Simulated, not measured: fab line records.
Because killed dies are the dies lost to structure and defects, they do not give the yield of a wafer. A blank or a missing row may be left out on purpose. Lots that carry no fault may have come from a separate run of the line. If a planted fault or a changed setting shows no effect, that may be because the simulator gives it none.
fab line records + flow sky130
[record]
- lots = 11
- wafers = 33
- last-day = 50
route steps=708 shown SD_P@331 SD_N@354 LI_CONTACT@382 LOCAL_INTERCONNECT@387
lots with no fault: from the same line, run without faults
start-h: the number of hours between the record's first day and the start of the first shown wafer of the lot + wait-h: hours elapsed since this lot's preceding step + " repeats the value in the row above + L1.1+2: a single row standing in for several wafers + - no value present, or no start provided + * or withheld: withheld + < > ~ a bound
route shown NAME@n: names a module that has steps shown in the file, with the first one's number in the route + usual: mean and standard deviation over wafers with no fault + same: alike in all rows + chamber/n: place in a boat + sites: readings site by site + _std_site: the standard deviation of these + _edge_site: the outer-site mean with the inner-site mean subtracted + radius-mm: how far each site lies from the wafer's centre + mask NAME#n: copy n + behind: the tool/chamber that last shaped the wafer + hold: cause of the lot's hold/its duration in hours/its outcome + device: the transistor (n, p or np) that didn't switch + end of line: the tests these same wafers got at the end of their route + for a step that has no rows: nothing shown but its recipe + killed: dies lost to structure and defects at the first sort, not the wafer's yield + map: a wafer's dies, marking killed ones x, the rest . and places with no die _
set.NAME: the setting as run; set.NAME@STEP: as run at that earlier step + model.NAME: the simulator's own value behind a step, which no gauge read
one table for each step of the route and one row for each wafer, over a sample of lots
services: from which hour (start-h, from the record's first day; less than 0 if before it) a tool's chamber was out of use, for how many hours, and why
[[steps]]
[step SKY_SD_P_TW_MEAS_11]
[usual]
- SD_P_TW = 2844/14
| lot.wafer | tool          | chamber | start-h | wait-h | SD_P_TW |
|-----------|---------------|---------|---------|--------|---------|
| L196.3    | film-metro-03 | -       | 629.32  | 0.1    | 2837    |
| L196.5    | "             | -       | "       | "      | 2849    |
| L196.6    | "             | -       | "       | "      | 2845    |
| L199.2    | film-metro-01 | -       | 652.19  | 0.1    | 2861    |
| L199.3    | "             | -       | "       | "      | 2837    |
| L199.6    | "             | -       | "       | "      | 2858    |
| L202.2    | film-metro-03 | -       | 674.54  | 0.1    | 2818    |
| L202.4    | "             | -       | "       | "      | 2829    |
| L202.5    | "             | -       | "       | "      | 2821    |
| L203.2    | film-metro-04 | -       | 682.41  | 0.1    | 2840    |
| L203.3    | "             | -       | "       | "      | 2835    |
| L203.4    | "             | -       | "       | "      | 2832    |
| L205.2    | film-metro-03 | -       | 707.46  | 0.1    | 2833    |
| L205.4    | "             | -       | "       | "      | 2827    |
| L205.6    | "             | -       | "       | "      | 2831    |
| L208.1    | film-metro-04 | -       | 722.28  | 0.1    | 2842    |
| L208.2    | "             | -       | "       | "      | 2841    |
| L208.4    | "             | -       | "       | "      | 2844    |
| L209.1    | film-metro-04 | -       | 727.83  | 0.1    | 2829    |
| L209.3    | "             | -       | "       | "      | 2845    |
| L209.4    | "             | -       | "       | "      | 2842    |
| L211.2    | film-metro-04 | -       | 743.56  | 0.1    | 2839    |
| L211.5    | "             | -       | "       | "      | 2838    |
| L211.6    | "             | -       | "       | "      | 2855    |
| L212.4    | film-metro-03 | -       | 758.28  | 0.1    | 2830    |
| L212.5    | "             | -       | "       | "      | 2833    |
| L212.6    | "             | -       | "       | "      | 2849    |
| L213.1    | film-metro-01 | -       | 760.73  | 0.1    | 2849    |
| L213.2    | "             | -       | "       | "      | 2845    |
| L213.5    | "             | -       | "       | "      | 2841    |
| L215.1    | film-metro-01 | -       | 770.53  | 0.1    | 2817    |
| L215.4    | "             | -       | "       | "      | 2812    |
| L215.6    | "             | -       | "       | "      | 2815    |
[step SKY_SD_N_TW_MEAS_12]
[usual]
- SD_N_TW = 4000/23
| lot.wafer | tool          | chamber | start-h | wait-h | SD_N_TW |
|-----------|---------------|---------|---------|--------|---------|
| L196.3    | film-metro-03 | -       | 688.60  | 0.1    | 4008    |
| L196.5    | "             | -       | "       | "      | 3972    |
| L196.6    | "             | -       | "       | "      | 4004    |
| L199.2    | film-metro-03 | -       | 709.41  | 0.1    | 4007    |
| L199.3    | "             | -       | "       | "      | 3997    |
| L199.6    | "             | -       | "       | "      | 3967    |
| L202.2    | film-metro-04 | -       | 730.68  | 0.1    | 3966    |
| L202.4    | "             | -       | "       | "      | 3995    |
| L202.5    | "             | -       | "       | "      | 4005    |
| L203.2    | film-metro-04 | -       | 738.86  | 0.1    | 3981    |
| L203.3    | "             | -       | "       | "      | 3991    |
| L203.4    | "             | -       | "       | "      | 3992    |
| L205.2    | film-metro-04 | -       | 762.81  | 0.1    | 3994    |
| L205.4    | "             | -       | "       | "      | 4031    |
| L205.6    | "             | -       | "       | "      | 3996    |
| L208.1    | film-metro-04 | -       | 776.75  | 0.1    | 3995    |
| L208.2    | "             | -       | "       | "      | 3993    |
| L208.4    | "             | -       | "       | "      | 3984    |
| L209.1    | film-metro-04 | -       | 780.87  | 0.1    | 3984    |
| L209.3    | "             | -       | "       | "      | 3982    |
| L209.4    | "             | -       | "       | "      | 3968    |
| L211.2    | film-metro-04 | -       | 798.28  | 0.1    | 3990    |
| L211.5    | "             | -       | "       | "      | 4009    |
| L211.6    | "             | -       | "       | "      | 3984    |
| L212.4    | film-metro-03 | -       | 811.95  | 0.1    | 4008    |
| L212.5    | "             | -       | "       | "      | 4041    |
| L212.6    | "             | -       | "       | "      | 4025    |
| L213.1    | film-metro-03 | -       | 814.12  | 0.1    | 4045    |
| L213.2    | "             | -       | "       | "      | 4038    |
| L213.5    | "             | -       | "       | "      | 4026    |
| L215.1    | film-metro-01 | -       | 824.10  | 0.1    | 3991    |
| L215.4    | "             | -       | "       | "      | 3994    |
| L215.6    | "             | -       | "       | "      | 4017    |
[step SKY_LI_CONTACT_SPUTTER_20]
[recipe]
- material = TiN
- target-thk-nm = 20
- chamber-pressure-pa = 5
- power-w = 4000
- time-s = 80
[usual]
- throttle-valve-pct = 30.1/0.93
| lot.wafer | tool           | chamber | start-h | wait-h | throttle-valve-pct |
|-----------|----------------|---------|---------|--------|--------------------|
| L196.3    | pvd-sputter-01 | -       | 717.62  | 0.0    | 29.2               |
| L196.5    | "              | -       | "       | "      | 29.2               |
| L196.6    | "              | -       | "       | "      | 31.1               |
| L199.2    | pvd-sputter-01 | -       | 738.91  | 0.0    | 29.2               |
| L199.3    | "              | -       | "       | "      | 31.0               |
| L199.6    | "              | -       | "       | "      | 30.8               |
| L202.2    | pvd-sputter-01 | -       | 759.80  | 0.0    | 31.2               |
| L202.4    | "              | -       | "       | "      | 30.4               |
| L202.5    | "              | -       | "       | "      | 30.5               |
| L203.2    | pvd-sputter-02 | -       | 768.98  | 0.0    | 29.2               |
| L203.3    | "              | -       | "       | "      | 28.2               |
| L203.4    | "              | -       | "       | "      | 27.9               |
| L205.2    | pvd-sputter-01 | -       | 791.20  | 0.0    | 30.7               |
| L205.4    | "              | -       | "       | "      | 31.1               |
| L205.6    | "              | -       | "       | "      | 29.3               |
| L208.1    | pvd-sputter-01 | -       | 804.70  | 0.0    | 31.0               |
| L208.2    | "              | -       | "       | "      | 30.7               |
| L208.4    | "              | -       | "       | "      | 29.2               |
| L209.1    | pvd-sputter-03 | -       | 808.89  | 0.0    | 30.9               |
| L209.3    | "              | -       | "       | "      | 29.9               |
| L209.4    | "              | -       | "       | "      | 29.9               |
| L211.2    | pvd-sputter-02 | -       | 827.19  | 0.0    | 28.1               |
| L211.5    | "              | -       | "       | "      | 28.1               |
| L211.6    | "              | -       | "       | "      | 30.1               |
| L212.4    | pvd-sputter-01 | -       | 840.20  | 0.0    | 29.3               |
| L212.5    | "              | -       | "       | "      | 30.3               |
| L212.6    | "              | -       | "       | "      | 31.1               |
| L213.1    | pvd-sputter-03 | -       | 843.15  | 0.0    | 31.3               |
| L213.2    | "              | -       | "       | "      | 30.0               |
| L213.5    | "              | -       | "       | "      | 29.3               |
| L215.1    | pvd-sputter-02 | -       | 852.55  | 0.0    | 28.1               |
| L215.4    | "              | -       | "       | "      | 29.9               |
| L215.6    | "              | -       | "       | "      | 29.9               |
[step SKY_LOCAL_INTERCONNECT_SPUTTER_00]
[recipe]
- material = TiN
- target-thk-nm = 100
- temp-c = 300
- power-w = 6500
- time-s = 83.3
- chamber-pressure-pa = 0.4
[usual]
- susceptor-temp-C = 300.02/0.18
- throttle-valve-pct = 29.5/0.95
| lot.wafer | tool           | chamber | start-h | wait-h | susceptor-temp-C | throttle-valve-pct |
|-----------|----------------|---------|---------|--------|------------------|--------------------|
| L196.3    | pvd-sputter-04 | -       | 718.41  | 0.1    | 300.04           | 28.4               |
| L196.5    | "              | -       | "       | "      | 299.78           | 27.9               |
| L196.6    | "              | -       | "       | "      | 300.10           | 31.1               |
| L199.2    | pvd-sputter-02 | -       | 739.73  | 0.1    | 299.68           | 29.4               |
| L199.3    | "              | -       | "       | "      | 300.04           | 28.0               |
| L199.6    | "              | -       | "       | "      | 300.01           | 28.5               |
| L202.2    | pvd-sputter-04 | -       | 760.89  | 0.1    | 299.95           | 28.3               |
| L202.4    | "              | -       | "       | "      | 299.74           | 29.7               |
| L202.5    | "              | -       | "       | "      | -                | 31.1               |
| L203.2    | pvd-sputter-04 | -       | 769.83  | 0.1    | -                | 30.8               |
| L203.3    | "              | -       | "       | "      | 299.63           | 30.2               |
| L203.4    | "              | -       | "       | "      | 299.73           | 29.4               |
| L205.2    | pvd-sputter-03 | -       | 791.87  | 0.1    | 300.22           | 29.7               |
| L205.4    | "              | -       | "       | "      | 299.68           | 30.9               |
| L205.6    | "              | -       | "       | "      | 300.13           | 29.5               |
| L208.1    | pvd-sputter-02 | -       | 805.37  | 0.2    | 299.89           | 28.2               |
| L208.2    | "              | -       | "       | "      | 299.81           | 30.0               |
| L208.4    | "              | -       | "       | "      | 300.25           | 29.2               |
| L209.1    | pvd-sputter-02 | -       | 809.56  | 0.1    | 300.25           | 28.6               |
| L209.3    | "              | -       | "       | "      | 300.11           | 30.2               |
| L209.4    | "              | -       | "       | "      | 299.91           | 29.1               |
| L211.2    | pvd-sputter-04 | -       | 827.86  | 0.2    | 299.98           | 29.7               |
| L211.5    | "              | -       | "       | "      | 299.90           | 30.0               |
| L211.6    | "              | -       | "       | "      | 299.93           | 30.5               |
| L212.4    | pvd-sputter-04 | -       | 840.87  | 0.2    | 300.09           | 29.6               |
| L212.5    | "              | -       | "       | "      | 300.01           | 29.8               |
| L212.6    | "              | -       | "       | "      | 300.02           | 30.9               |
| L213.1    | pvd-sputter-04 | -       | 843.82  | 0.1    | 300.11           | 28.2               |
| L213.2    | "              | -       | "       | "      | 300.07           | 30.4               |
| L213.5    | "              | -       | "       | "      | 300.18           | 29.7               |
| L215.1    | pvd-sputter-03 | -       | 853.22  | 0.1    | 300.27           | 29.6               |
| L215.4    | "              | -       | "       | "      | 299.91           | 31.4               |
| L215.6    | "              | -       | "       | "      | 300.04           | 29.1               |
[step SKY_LOCAL_INTERCONNECT_RS_MEAS_01]
[recipe]
- thk-meas-gauge = four-point-probe
- reads = TiN_of_LOCAL_INTERCONNECT_SPUTTER_00
[usual]
- LOCAL_INTERCONNECT_TIN_RS = 14.15/0.18
| lot.wafer | tool          | chamber | start-h | wait-h | LOCAL_INTERCONNECT_TIN_RS[ohm/sq] |
|-----------|---------------|---------|---------|--------|-----------------------------------|
| L196.3    | film-metro-02 | -       | 718.51  | 0.1    | 13.92                             |
| L196.5    | "             | -       | "       | "      | 13.87                             |
| L196.6    | "             | -       | "       | "      | 14.05                             |
| L199.2    | film-metro-01 | -       | 739.82  | 0.1    | 14.24                             |
| L199.3    | "             | -       | "       | "      | 14.18                             |
| L199.6    | "             | -       | "       | "      | 14.40                             |
| L202.2    | film-metro-01 | -       | 760.98  | 0.1    | 14.04                             |
| L202.4    | "             | -       | "       | "      | 14.14                             |
| L202.5    | "             | -       | "       | "      | 16.21                             |
| L203.2    | film-metro-01 | -       | 769.91  | 0.1    | 16.13                             |
| L203.3    | "             | -       | "       | "      | 14.04                             |
| L203.4    | "             | -       | "       | "      | 14.06                             |
| L205.2    | film-metro-01 | -       | 791.95  | 0.1    | 14.40                             |
| L205.4    | "             | -       | "       | "      | 13.98                             |
| L205.6    | "             | -       | "       | "      | 14.26                             |
| L208.1    | film-metro-01 | -       | 805.43  | 0.0    | 13.96                             |
| L208.2    | "             | -       | "       | "      | 13.98                             |
| L208.4    | "             | -       | "       | "      | 14.18                             |
| L209.1    | film-metro-03 | -       | 809.62  | 0.0    | 14.17                             |
| L209.3    | "             | -       | "       | "      | 14.01                             |
| L209.4    | "             | -       | "       | "      | 13.94                             |
| L211.2    | film-metro-01 | -       | 827.94  | 0.1    | 13.98                             |
| L211.5    | "             | -       | "       | "      | 14.12                             |
| L211.6    | "             | -       | "       | "      | 14.08                             |
| L212.4    | film-metro-02 | -       | 840.99  | 0.1    | 14.04                             |
| L212.5    | "             | -       | "       | "      | 14.01                             |
| L212.6    | "             | -       | "       | "      | 14.08                             |
| L213.1    | film-metro-02 | -       | 843.88  | 0.0    | 14.30                             |
| L213.2    | "             | -       | "       | "      | 14.21                             |
| L213.5    | "             | -       | "       | "      | 14.33                             |
| L215.1    | film-metro-03 | -       | 853.28  | 0.0    | 14.29                             |
| L215.4    | "             | -       | "       | "      | 14.08                             |
| L215.6    | "             | -       | "       | "      | 14.15                             |
[step SKY_LOCAL_INTERCONNECT_THK_MEAS_02]
[recipe]
- thk-meas-gauge = xrf
- reads = TiN_of_LOCAL_INTERCONNECT_SPUTTER_00
[usual]
- LOCAL_INTERCONNECT_TIN_THK = 99.2/1.4
| lot.wafer | tool          | chamber | start-h | wait-h | LOCAL_INTERCONNECT_TIN_THK[nm] |
|-----------|---------------|---------|---------|--------|--------------------------------|
| L196.3    | film-metro-02 | -       | 718.61  | 0.1    | 101.9                          |
| L196.5    | "             | -       | "       | "      | 102.2                          |
| L196.6    | "             | -       | "       | "      | 100.8                          |
| L199.2    | film-metro-01 | -       | 739.93  | 0.1    | 98.5                           |
| L199.3    | "             | -       | "       | "      | 98.3                           |
| L199.6    | "             | -       | "       | "      | 97.2                           |
| L202.2    | film-metro-01 | -       | 761.09  | 0.1    | 99.8                           |
| L202.4    | "             | -       | "       | "      | 99.0                           |
| L202.5    | "             | -       | "       | "      | 86.6                           |
| L203.2    | film-metro-01 | -       | 770.02  | 0.1    | 87.1                           |
| L203.3    | "             | -       | "       | "      | 99.1                           |
| L203.4    | "             | -       | "       | "      | 99.3                           |
| L205.2    | film-metro-01 | -       | 792.06  | 0.1    | 96.8                           |
| L205.4    | "             | -       | "       | "      | 99.7                           |
| L205.6    | "             | -       | "       | "      | 97.7                           |
| L208.1    | film-metro-01 | -       | 805.55  | 0.1    | 99.9                           |
| L208.2    | "             | -       | "       | "      | 99.7                           |
| L208.4    | "             | -       | "       | "      | 98.4                           |
| L209.1    | film-metro-03 | -       | 809.74  | 0.1    | 98.8                           |
| L209.3    | "             | -       | "       | "      | 99.4                           |
| L209.4    | "             | -       | "       | "      | 99.9                           |
| L211.2    | film-metro-01 | -       | 828.05  | 0.1    | 99.1                           |
| L211.5    | "             | -       | "       | "      | 98.6                           |
| L211.6    | "             | -       | "       | "      | 98.6                           |
| L212.4    | film-metro-02 | -       | 841.08  | 0.1    | 100.8                          |
| L212.5    | "             | -       | "       | "      | 100.6                          |
| L212.6    | "             | -       | "       | "      | 100.4                          |
| L213.1    | film-metro-02 | -       | 844.00  | 0.1    | 99.5                           |
| L213.2    | "             | -       | "       | "      | 100.0                          |
| L213.5    | "             | -       | "       | "      | 98.9                           |
| L215.1    | film-metro-03 | -       | 853.40  | 0.1    | 98.5                           |
| L215.4    | "             | -       | "       | "      | 99.6                           |
| L215.6    | "             | -       | "       | "      | 99.0                           |
[step SKY_LOCAL_INTERCONNECT_METAL_ETCH_14]
[recipe]
- target-depth-nm = 110
- stop-on = PSG
- chemistry = Cl2/BCl3
- target = TiN
- resist-sidewall-deg = 88
- pressure-mtorr = 10
- icp-w = 900
- bias-w = 48.5
- Cl2_flow_sccm = 60
- bcl3-flow-sccm = 30
- time-s = 32.43
[usual]
- drypump-motor-current-A = 5.5/0.37
- oes-product-au = 0.932/0.0084
- throttle-valve-pct = 21.906/0.012
| lot.wafer | tool         | chamber | start-h | wait-h | drypump-motor-current-A | oes-product-au | rf-hours-counter-h | throttle-valve-pct |
|-----------|--------------|---------|---------|--------|-------------------------|----------------|--------------------|--------------------|
| L196.3    | rie-metal-01 | 0       | 746.99  | 0.1    | 5.1                     | 0.944          | -                  | 21.907             |
| L196.5    | "            | 0       | "       | "      | 5.1                     | 0.945          | -                  | 21.888             |
| L196.6    | "            | 0       | "       | "      | 5.1                     | 0.935          | -                  | 21.905             |
| L199.2    | rie-metal-02 | 1       | 766.76  | 0.0    | 4.8                     | 0.925          | 14                 | 21.884             |
| L199.3    | "            | 0       | "       | "      | 5.6                     | 0.932          | -                  | 21.905             |
| L199.6    | "            | 1       | "       | "      | 4.8                     | 0.928          | -                  | 21.909             |
| L202.2    | rie-metal-04 | 0       | 788.36  | 0.0    | 5.9                     | 0.936          | 15                 | 21.897             |
| L202.4    | "            | 1       | "       | "      | 5.7                     | 0.933          | -                  | 21.916             |
| L202.5    | "            | 1       | "       | "      | 5.7                     | 0.868          | -                  | 21.946             |
| L203.2    | rie-metal-04 | 0       | 797.34  | 0.0    | 5.9                     | 0.867          | 15                 | 21.948             |
| L203.3    | "            | 1       | "       | "      | 5.7                     | 0.929          | -                  | 21.894             |
| L203.4    | "            | 0       | "       | "      | 5.8                     | 0.941          | -                  | 21.898             |
| L205.2    | rie-metal-04 | 1       | 818.99  | 0.1    | 5.7                     | 0.927          | -                  | 21.915             |
| L205.4    | "            | 1       | "       | "      | 5.7                     | 0.928          | -                  | 21.902             |
| L205.6    | "            | 1       | "       | "      | 5.6                     | 0.932          | -                  | 21.908             |
| L208.1    | rie-metal-01 | 0       | 832.59  | 0.0    | 5.1                     | 0.948          | 16                 | 21.910             |
| L208.2    | "            | 1       | "       | "      | 6.0                     | 0.938          | 3                  | 21.898             |
| L208.4    | "            | 1       | "       | "      | 6.0                     | 0.934          | -                  | 21.889             |
| L209.1    | rie-metal-02 | 0       | 836.36  | 0.1    | 5.6                     | 0.927          | 11                 | 21.903             |
| L209.3    | "            | 0       | "       | "      | 5.6                     | 0.945          | -                  | 21.921             |
| L209.4    | "            | 0       | "       | "      | 5.6                     | 0.942          | -                  | 21.906             |
| L211.2    | rie-metal-01 | 1       | 854.67  | 0.0    | 6.0                     | 0.937          | 3                  | 21.891             |
| L211.5    | "            | 1       | "       | "      | 6.0                     | 0.931          | -                  | 21.899             |
| L211.6    | "            | 0       | "       | "      | 5.1                     | 0.927          | -                  | 21.898             |
| L212.4    | rie-metal-04 | 0       | 868.13  | 0.0    | 5.8                     | 0.942          | -                  | 21.893             |
| L212.5    | "            | 1       | "       | "      | 5.7                     | 0.942          | -                  | 21.896             |
| L212.6    | "            | 0       | "       | "      | 5.8                     | 0.937          | -                  | 21.894             |
| L213.1    | rie-metal-01 | 1       | 869.89  | 0.0    | 6.0                     | 0.929          | 4                  | 21.906             |
| L213.2    | "            | 0       | "       | "      | 5.1                     | 0.924          | 18                 | 21.902             |
| L213.5    | "            | 0       | "       | "      | 5.1                     | 0.929          | -                  | 21.907             |
| L215.1    | rie-metal-02 | 1       | 879.59  | 0.0    | 4.8                     | 0.926          | 2                  | 21.934             |
| L215.4    | "            | 1       | "       | "      | 4.8                     | 0.932          | -                  | 21.904             |
| L215.6    | "            | 0       | "       | "      | 5.6                     | 0.932          | -                  | 21.912             |
[[services]]
| tool           | chamber | start-h | hours | kind                   |
|----------------|---------|---------|-------|------------------------|
| pvd-sputter-04 | -       | 702.77  | 7.5   | repair                 |
| pvd-sputter-01 | -       | 704.31  | 2.9   | repair                 |
| pvd-sputter-04 | -       | 708.30  | 3.3   | repair                 |
| rie-metal-01   | 1       | 711.73  | 5.1   | repair                 |
| rie-metal-04   | 0       | 711.93  | 18.1  | repair                 |
| pvd-sputter-03 | -       | 717.26  | 1.2   | repair                 |
| rie-metal-02   | 1       | 718.01  | 2.9   | repair                 |
| pvd-sputter-01 | -       | 735.11  | 1.0   | repair                 |
| pvd-sputter-04 | -       | 743.59  | 1.4   | repair                 |
| pvd-sputter-03 | -       | 754.44  | 1.2   | repair                 |
| rie-metal-04   | -       | 756.27  | 0.7   | repair                 |
| rie-metal-01   | 1       | 763.83  | 3.2   | repair                 |
| pvd-sputter-03 | -       | 776.90  | 1.8   | repair                 |
| pvd-sputter-02 | 1       | 779.65  | -     | consumable-replace:kit |
| pvd-sputter-02 | 1       | 779.65  | 18.0  | scheduled-down         |
| pvd-sputter-02 | 1       | 779.65  | 18.0  | vent-cycle             |
| pvd-sputter-01 | -       | 782.14  | 0.5   | repair                 |
| rie-metal-01   | -       | 784.51  | 2.8   | pm                     |
| pvd-sputter-02 | -       | 790.80  | 6.8   | repair                 |
| pvd-sputter-04 | -       | 794.33  | 1.5   | repair                 |
| pvd-sputter-04 | 1       | 873.10  | -     | consumable-replace:kit |
| pvd-sputter-04 | 1       | 873.10  | 18.0  | scheduled-down         |
| pvd-sputter-04 | 1       | 873.10  | 18.0  | vent-cycle             |
| pvd-sputter-01 | 0       | 873.30  | -     | consumable-replace:kit |
[[key]]
[first-sign]
- step = SKY_LOCAL_INTERCONNECT_RS_MEAS_01
- reading = LOCAL_INTERCONNECT_TIN_RS
- direction = up
- sigmas = 11
- usual = 14.15
- struck = 16.17
[effect]
- step = SKY_LOCAL_INTERCONNECT_THK_MEAS_02
- reading = LOCAL_INTERCONNECT_TIN_THK
- direction = down
- sigmas = 8.9
- usual = 99.2
- struck = 86.9
[effect]
- step = SKY_LOCAL_INTERCONNECT_METAL_ETCH_14
- reading = oes-product-au
- direction = down
- sigmas = 7.7
- usual = 0.932
- struck = 0.867
met-at SKY_LOCAL_INTERCONNECT_SPUTTER_00
struck-lots L202,L203
struck-wafers L202.5,L203.2
tester-left-out L202,L203
not-acting-at SKY_SD_P_TW_MEAS_11,SKY_SD_N_TW_MEAS_12,SKY_LI_CONTACT_SPUTTER_20
onset-between 718.41 760.89
[fault]
- kind = process-parameter-drift
- tool = pvd-sputter-04
- chamber = -
- onset-h = 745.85
- steps = SKY_LOCAL_INTERCONNECT_SPUTTER_00
- channel = time-s
- offset = *
- shape = step
- end-h = 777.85
- acts-in = *
- stated = *
- scope = struck-wafers-only
// tester-left-out: of these lots the tester's yield and bins aren't shown, on N5 and GAA mostly nor the transistor test; their killed dies are dies lost to structure and defects alone, not to doping, threshold or leakage, so they don't give the yield
